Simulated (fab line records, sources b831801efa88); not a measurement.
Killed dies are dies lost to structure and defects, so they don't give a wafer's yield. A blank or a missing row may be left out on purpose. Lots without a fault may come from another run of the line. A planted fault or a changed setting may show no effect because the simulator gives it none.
Problem report in the 8D (eight disciplines) form, filled by code | flow sky130 | the parts of the form that need people (team, actions taken, sign-off) are left out

1. THE PROBLEM
overpolish_run_s at SKY_VIA4_CMP_21 reads a mean of 0.031 s on 1 wafer of 1 lot; wafers without a fault read 25.000 s with a standard deviation of 0.009. That is -99 or more standard deviations from the usual mean.
The step: polishes, stops on SiO2, t overpolish 25 s, target thk 0 nm.
First seen on wafer L445.6, day 47 03:07, on cmp-02. The record holds 29 wafers of 10 lots with a number at this step. Rule for "out", or "out of limits": more than 4 standard deviations from the usual mean. The other wafers with a number count as sound.

2. WHAT IT IS AND WHAT IT IS NOT
question                    | is                                   | is not
which readings at this step | overpolish_run_s, time_to_endpoint_s | motor_current_A, platen_rpm, retaining_ring_pressure_frac
which lots                  | L445                                 | L429, L430, L431, L432, L433, L435, L436, L451, L452
which wafers of those lots  | L445.6                               | L445.2
read on which tools         | cmp-02                               | cmp-01
when                        | from day 47 03:07                    | up to then (22 sound wafers); but 6 sound wafers of L451, L452 came after

3. SUSPECTS, AND WHAT RULES EACH OUT
Counting: a tool at a process step up to the reading stays a suspect if it ran every lot that is out. Sound lots after the first of them don't rule it out here, since some wafers of a struck lot are sound.
- cmp-02 at SKY_VIA4_CMP_21 (polishes, stops on SiO2, t overpolish 25 s, target thk 0 nm): kept. It ran the lot that is out, L445 (day 47 03:07); its last sound lot up to then is L435 (day 44 19:18). Its own readings are out on those wafers: overpolish_run_s, time_to_endpoint_s.
- Within cmp-02 at SKY_VIA4_CMP_21: the wafers that are out ran in chamber 0; their sound lot-mates ran in chamber 2.
Left after counting: cmp-02 at SKY_VIA4_CMP_21.

4. THE CAUSE (what the simulator had put in)
Process parameter drift: cmp-02, from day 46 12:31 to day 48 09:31, at SKY_VIA4_CMP_21. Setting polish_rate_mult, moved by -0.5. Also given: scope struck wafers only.
Counting left only this tool.

5. THE CHAIN OF EFFECTS, in route order
Each row: a reading whose mean over the struck wafers that have a number lies more than 3 standard deviations from the usual. Only readings for which the record gives a usual standard deviation are gone through. hours: the time from each lot's start at the first step in this table that gives one to its start at this step, as a median over the lots. sigmas: the change in usual standard deviations.
hours | step            | reading            | usual    | on struck wafers | change  | sigmas
0     | SKY_VIA4_CMP_21 | overpolish_run_s   | 25.000 s | 0.031            | -24.969 | -99 or more
0     | SKY_VIA4_CMP_21 | time_to_endpoint_s | 118 s    | 189              | +71     | +17
The process steps in it:
- SKY_VIA4_CMP_21: polishes, stops on SiO2, t overpolish 25 s, target thk 0 nm.

6. WHAT WOULD HAVE CAUGHT IT SOONER
In this record the first reading out of limits was taken at day 47 03:07, 15 hours after the fault began at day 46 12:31.
